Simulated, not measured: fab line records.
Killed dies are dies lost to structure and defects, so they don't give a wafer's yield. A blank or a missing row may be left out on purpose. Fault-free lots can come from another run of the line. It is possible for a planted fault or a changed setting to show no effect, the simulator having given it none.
Which tool did it? / flow sky130 / 33 wafers from 11 lots sampled at 5 of the route's 708 steps

== WHAT EACH GAUGE READ, for each wafer ==
SKY_METAL1_CD_MEAS_15: the cd target is 140 nm.
lot=L827; measured=day 33 12:04; on=cdSem-02; cdNm (nm)=142.6 141.6 142.0
lot=L830; measured=day 34 10:52; on=cdSem-01; cdNm (nm)=141.5 141.5 142.2
lot=L832; measured=day 34 21:52; on=cdSem-01; cdNm (nm)=142.5 141.8 142.2
lot=L833; measured=day 35 02:13; on=cdSem-01; cdNm (nm)=135.7 137.3 138.1
lot=L834; measured=day 35 12:10; on=cdSem-02; cdNm (nm)=138.4 137.7 137.5
lot=L836; measured=day 36 10:17; on=cdSem-02; cdNm (nm)=138.8 138.3 139.3
lot=L838; measured=day 36 13:18; on=cdSem-02; cdNm (nm)=139.2 139.3 140.4
lot=L839; measured=day 36 20:19; on=cdSem-02; cdNm (nm)=139.0 139.8 139.5
lot=L840; measured=day 37 12:16; on=cdSem-02; cdNm (nm)=140.7 140.2 140.9
lot=L847; measured=day 39 01:10; on=cdSem-02; cdNm (nm)=141.9 140.9 141.3
lot=L850; measured=day 39 16:41; on=cdSem-01; cdNm (nm)=140.9 140.8 139.8

SKY_VIA1_THK_MEAS_01.
lot=L827; measured=day 33 13:07; on=filmMetro-01; VIA1_HDPCVD_THK (nm)=1047 1034 1032
lot=L830; measured=day 34 11:55; on=filmMetro-01; VIA1_HDPCVD_THK (nm)=1042 1023 1040
lot=L832; measured=day 34 22:56; on=filmMetro-02; VIA1_HDPCVD_THK (nm)=1032 1034 1029
lot=L833; measured=day 35 03:17; on=filmMetro-01; VIA1_HDPCVD_THK (nm)=1034 1034 1028
lot=L834; measured=day 35 13:19; on=filmMetro-03; VIA1_HDPCVD_THK (nm)=1020 1040 1035
lot=L836; measured=day 36 11:22; on=filmMetro-01; VIA1_HDPCVD_THK (nm)=1029 1020 1008
lot=L838; measured=day 36 14:31; on=filmMetro-02; VIA1_HDPCVD_THK (nm)=1039 1030 1044
lot=L839; measured=day 36 21:31; on=filmMetro-02; VIA1_HDPCVD_THK (nm)=872 860 873
lot=L840; measured=day 37 13:19; on=filmMetro-02; VIA1_HDPCVD_THK (nm)=872 887 1041
lot=L847; measured=day 39 02:12; on=filmMetro-02; VIA1_HDPCVD_THK (nm)=1033 1023 1031
lot=L850; measured=day 39 17:46; on=filmMetro-02; VIA1_HDPCVD_THK (nm)=1020 1012 1029

== WHAT TOOL EACH LOT RAN ON (gives the tool, then ch and the chambers of the sampled wafers, and finally the start) ==
lot=L827; SKY_CONTACT_ETCH_18=rieDiel-03 ch 0,1,2, day 33 12:04 or earlier; SKY_METAL1_DESCUM_17=rieMetal-04 ch 0,1, day 33 12:13; SKY_VIA1_HDPCVD_00=hdpcvd-01 ch 0,1,2, day 33 13:00
lot=L830; SKY_CONTACT_ETCH_18=rieDiel-04 ch 0,1,3, day 34 10:52 or earlier; SKY_METAL1_DESCUM_17=rieMetal-03 ch 0,1, day 34 11:01; SKY_VIA1_HDPCVD_00=hdpcvd-01 ch 0,1,2, day 34 11:48
lot=L832; SKY_CONTACT_ETCH_18=rieDiel-01 ch 0,1,3, day 34 21:52 or earlier; SKY_METAL1_DESCUM_17=rieMetal-02 ch 0,1, day 34 22:01; SKY_VIA1_HDPCVD_00=hdpcvd-02 ch 0,2, day 34 22:50
lot=L833; SKY_CONTACT_ETCH_18=rieDiel-01 ch 0,3, day 35 02:13 or earlier; SKY_METAL1_DESCUM_17=rieMetal-03 ch 0,1, day 35 02:22; SKY_VIA1_HDPCVD_00=hdpcvd-02 ch 0,1,2, day 35 03:11
lot=L834; SKY_CONTACT_ETCH_18=rieDiel-01 ch 0,1,3, day 35 12:10 or earlier; SKY_METAL1_DESCUM_17=rieMetal-04 ch 0,1, day 35 12:19; SKY_VIA1_HDPCVD_00=hdpcvd-02 ch 0,2, day 35 13:12
lot=L836; SKY_CONTACT_ETCH_18=rieDiel-04 ch 1,2,3, day 36 10:17 or earlier; SKY_METAL1_DESCUM_17=rieMetal-03 ch 0,1, day 36 10:25; SKY_VIA1_HDPCVD_00=hdpcvd-01 ch 1,2, day 36 11:15
lot=L838; SKY_CONTACT_ETCH_18=rieDiel-01 ch 0,2,3, day 36 13:18 or earlier; SKY_METAL1_DESCUM_17=rieMetal-02 ch 1, day 36 13:26; SKY_VIA1_HDPCVD_00=hdpcvd-01 ch 1,2, day 36 14:22
lot=L839; SKY_CONTACT_ETCH_18=rieDiel-03 ch 0,1,2, day 36 20:19 or earlier; SKY_METAL1_DESCUM_17=rieMetal-02 ch 1, day 36 20:26; SKY_VIA1_HDPCVD_00=hdpcvd-01 ch 0,1,2, day 36 21:23
lot=L840; SKY_CONTACT_ETCH_18=rieDiel-04 ch 2,3, day 37 12:16 or earlier; SKY_METAL1_DESCUM_17=rieMetal-02 ch 0,1, day 37 12:23; SKY_VIA1_HDPCVD_00=hdpcvd-01 ch 0,1,2, day 37 13:14
lot=L847; SKY_CONTACT_ETCH_18=rieDiel-03 ch 1,2, day 39 01:10 or earlier; SKY_METAL1_DESCUM_17=rieMetal-04 ch 0,1, day 39 01:19; SKY_VIA1_HDPCVD_00=hdpcvd-02 ch 0,2, day 39 02:05
lot=L850; SKY_CONTACT_ETCH_18=rieDiel-01 ch 0,2,3, day 39 16:41 or earlier; SKY_METAL1_DESCUM_17=rieMetal-04 ch 0,1, day 39 16:50; SKY_VIA1_HDPCVD_00=hdpcvd-02 ch 0,2, day 39 17:39
- SKY_CONTACT_ETCH_18: etches Si3N4 in CHF3/O2, stops on TiN, time 39 s, target depth 75 nm.
- SKY_METAL1_DESCUM_17: chemistry O2, time 8 s.
- SKY_VIA1_HDPCVD_00: deposits SiO2, target thk 1030 nm, time 171.7 s.

== WHAT THE TOOLS THEMSELVES READ (means of the sampled wafers that have a number; where no wafer has one, the mark that the record gives instead) ==
SKY_CONTACT_ETCH_18.
lot=L827; tool=rieDiel-03; drypumpMotorCurrentA (A)=5.74; oesProductAu (a.u.)=0.841; throttleValvePct (%)=8.796
lot=L830; tool=rieDiel-04; drypumpMotorCurrentA (A)=5.81; oesProductAu (a.u.)=0.858; throttleValvePct (%)=8.795
lot=L832; tool=rieDiel-01; drypumpMotorCurrentA (A)=5.79; oesProductAu (a.u.)=0.862; throttleValvePct (%)=8.795
lot=L833; tool=rieDiel-01; drypumpMotorCurrentA (A)=5.62; oesProductAu (a.u.)=0.851; throttleValvePct (%)=8.800
lot=L834; tool=rieDiel-01; drypumpMotorCurrentA (A)=5.78; oesProductAu (a.u.)=0.839; throttleValvePct (%)=8.790
lot=L836; tool=rieDiel-04; drypumpMotorCurrentA (A)=5.72; oesProductAu (a.u.)=0.858; throttleValvePct (%)=8.793
lot=L838; tool=rieDiel-01; drypumpMotorCurrentA (A)=5.68; oesProductAu (a.u.)=0.846; throttleValvePct (%)=8.797
lot=L839; tool=rieDiel-03; drypumpMotorCurrentA (A)=5.73; oesProductAu (a.u.)=0.845; throttleValvePct (%)=8.786
lot=L840; tool=rieDiel-04; drypumpMotorCurrentA (A)=5.56; oesProductAu (a.u.)=0.849; throttleValvePct (%)=8.789
lot=L847; tool=rieDiel-03; drypumpMotorCurrentA (A)=5.60; oesProductAu (a.u.)=0.847; throttleValvePct (%)=8.782
lot=L850; tool=rieDiel-01; drypumpMotorCurrentA (A)=5.70; oesProductAu (a.u.)=0.848; throttleValvePct (%)=8.792

SKY_METAL1_DESCUM_17.
lot=L827; tool=rieMetal-04; drypumpMotorCurrentA (A)=6.1; oesProductAu (a.u.)=0.990
lot=L830; tool=rieMetal-03; drypumpMotorCurrentA (A)=5.6; oesProductAu (a.u.)=0.994
lot=L832; tool=rieMetal-02; drypumpMotorCurrentA (A)=5.7; oesProductAu (a.u.)=0.993
lot=L833; tool=rieMetal-03; drypumpMotorCurrentA (A)=6.0; oesProductAu (a.u.)=0.994
lot=L834; tool=rieMetal-04; drypumpMotorCurrentA (A)=6.2; oesProductAu (a.u.)=0.994
lot=L836; tool=rieMetal-03; drypumpMotorCurrentA (A)=5.6; oesProductAu (a.u.)=0.989
lot=L838; tool=rieMetal-02; drypumpMotorCurrentA (A)=6.0; oesProductAu (a.u.)=0.992
lot=L839; tool=rieMetal-02; drypumpMotorCurrentA (A)=6.0; oesProductAu (a.u.)=0.997
lot=L840; tool=rieMetal-02; drypumpMotorCurrentA (A)=5.4; oesProductAu (a.u.)=0.998
lot=L847; tool=rieMetal-04; drypumpMotorCurrentA (A)=5.8; oesProductAu (a.u.)=1.001
lot=L850; tool=rieMetal-04; drypumpMotorCurrentA (A)=5.8; oesProductAu (a.u.)=0.998

SKY_VIA1_HDPCVD_00.
lot=L827; tool=hdpcvd-01; runLengthS (s)=199.6
lot=L830; tool=hdpcvd-01; runLengthS (s)=199.7
lot=L832; tool=hdpcvd-02; runLengthS (s)=200.2
lot=L833; tool=hdpcvd-02; runLengthS (s)=199.7
lot=L834; tool=hdpcvd-02; runLengthS (s)=199.2
lot=L836; tool=hdpcvd-01; runLengthS (s)=199.9
lot=L838; tool=hdpcvd-01; runLengthS (s)=199.7
lot=L839; tool=hdpcvd-01; runLengthS (s)=174.3
lot=L840; tool=hdpcvd-01; runLengthS (s)=182.7
lot=L847; tool=hdpcvd-02; runLengthS (s)=200.0
lot=L850; tool=hdpcvd-02; runLengthS (s)=200.2

== THE ANSWER, worked out from the rows above alone ==
Rule: the usual values come from the lots themselves. The widest of any qualifying gaps counts: lots, ordered by their means at a reading, are off when they make up no more than a third of the lots, leave a main group of 4 or more, and stand apart from it by 3 or more times the standard deviation of that group's means. The tables above print the reading to a certain number of digits; a main group whose means all agree to those digits is not used. Also off: a lot with no number at a reading for which 4 or more lots have one. Where the step has rows for the other lots, those lots are counted as sound. First the gauges in route order, then the tools' own readings, where a lot's mean is used as printed above. At the first step where some lot is off, the reading lying furthest off is the one used; lots without a number count as furthest.
Off: L839, L840, at SKY_VIA1_THK_MEAS_01 (VIA1_HDPCVD_THK). Mean 1030 nm and standard deviation 6.4 in the main group.
If a tool, at a process step before that reading, ran all the lots that are off and no sound lot after the first of them, it fits. Not tried: the gauges at SKY_VIA1_THK_MEAS_01; whatever is off there is also off at SKY_VIA1_HDPCVD_00, on other tools, and gauge error can't account for it. With no start given for some of its lots, SKY_CONTACT_ETCH_18 uses the hours and lot order of SKY_METAL1_CD_MEAS_15. 2 tools fit, rieMetal-02 at SKY_METAL1_DESCUM_17 and hdpcvd-01 at SKY_VIA1_HDPCVD_00, so this cannot tell which one it is.

== WHAT HAD BEEN PUT IN BY THE SIMULATOR ==
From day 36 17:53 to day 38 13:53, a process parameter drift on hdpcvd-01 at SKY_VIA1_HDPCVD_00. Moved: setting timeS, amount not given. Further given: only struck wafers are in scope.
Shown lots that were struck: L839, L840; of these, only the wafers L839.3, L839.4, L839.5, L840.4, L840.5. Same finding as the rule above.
